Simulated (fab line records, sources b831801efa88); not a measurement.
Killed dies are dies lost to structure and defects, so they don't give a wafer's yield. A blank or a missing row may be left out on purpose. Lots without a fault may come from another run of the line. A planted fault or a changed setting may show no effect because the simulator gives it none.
Chamber matching | flow sfq_line | SFQ_TRILAYER_I0_VIA_BARC_OPEN_VIA_ETCH_046 on rie_diel-01: 4 sister chambers
The step etches BARC in O2, target depth 125 nm, time 41.7 s. 16 wafers are shown with their chamber, then 8 later ones without.

WAFERS WITH THEIR CHAMBER
wafer  | chamber | drypump_motor_current_A (A) | oes_product_au (a.u.)
L133.1 | 2       | 5.6                         | 0.679
L133.4 | 3       | 6.0                         | 0.684
L133.6 | 2       | 5.7                         | 0.681
L134.1 | 0       | 6.6                         | 0.682
L134.3 | 1       | 6.2                         | 0.683
L134.5 | 0       | 6.6                         | 0.684
L138.2 | 1       | 6.1                         | 0.687
L138.4 | 2       | 5.6                         | 0.687
L138.6 | 1       | 6.2                         | 0.688
L139.1 | 2       | 5.6                         | 0.684
L139.4 | 0       | 6.6                         | 0.676
L139.5 | 0       | 6.6                         | 0.685
L144.1 | 3       | 6.0                         | 0.683
L144.5 | 0       | 6.6                         | 0.683
L144.6 | 1       | 6.2                         | 0.684
L145.3 | 0       | 6.6                         | 0.683

SIGNATURES (means of the wafers above)
reading                 | chamber 0 | chamber 1 | chamber 2 | chamber 3 | scatter within a chamber
drypump_motor_current_A | 6.600     | 6.175     | 5.625     | 6.000     | 0.0354
oes_product_au          | 0.68217   | 0.68550   | 0.68275   | 0.68350   | 0.00296
Rule: a wafer's distance from a chamber is the root of the sum, over the readings, of the square of ((its reading less the chamber's mean) divided by the reading's scatter). The wafer belongs to the nearest chamber; if the next one is less than 2 further off, it can't be placed. The scatter: the root of (the sum of the squares of (reading less its chamber's mean) over the shown wafers, divided by (wafers less chambers)).

WAFERS WITHOUT THEIR CHAMBER
wafer  | drypump_motor_current_A (A) | oes_product_au (a.u.)
L145.4 | 6.0                         | 0.683
L145.6 | 6.1                         | 0.679
L147.3 | 6.1                         | 0.681
L147.4 | 6.0                         | 0.680
L147.5 | 5.6                         | 0.676
L153.2 | 6.0                         | 0.683
L153.4 | 6.2                         | 0.689
L153.6 | 6.2                         | 0.691

WHICH CHAMBER EACH WENT THROUGH
wafer  | from the rows above     | in truth
L145.4 | 3                       | 3
L145.6 | can't be placed: 1 or 3 | 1
L147.3 | can't be placed: 1 or 3 | 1
L147.4 | 3                       | 3
L147.5 | 2                       | 2
L153.2 | 3                       | 3
L153.4 | 1                       | 1
L153.6 | 1                       | 1
Placed correctly: 6 of 8. Can't be placed from these rows: 2 (the true chamber is among the candidates in 2). Placed wrongly: 0.
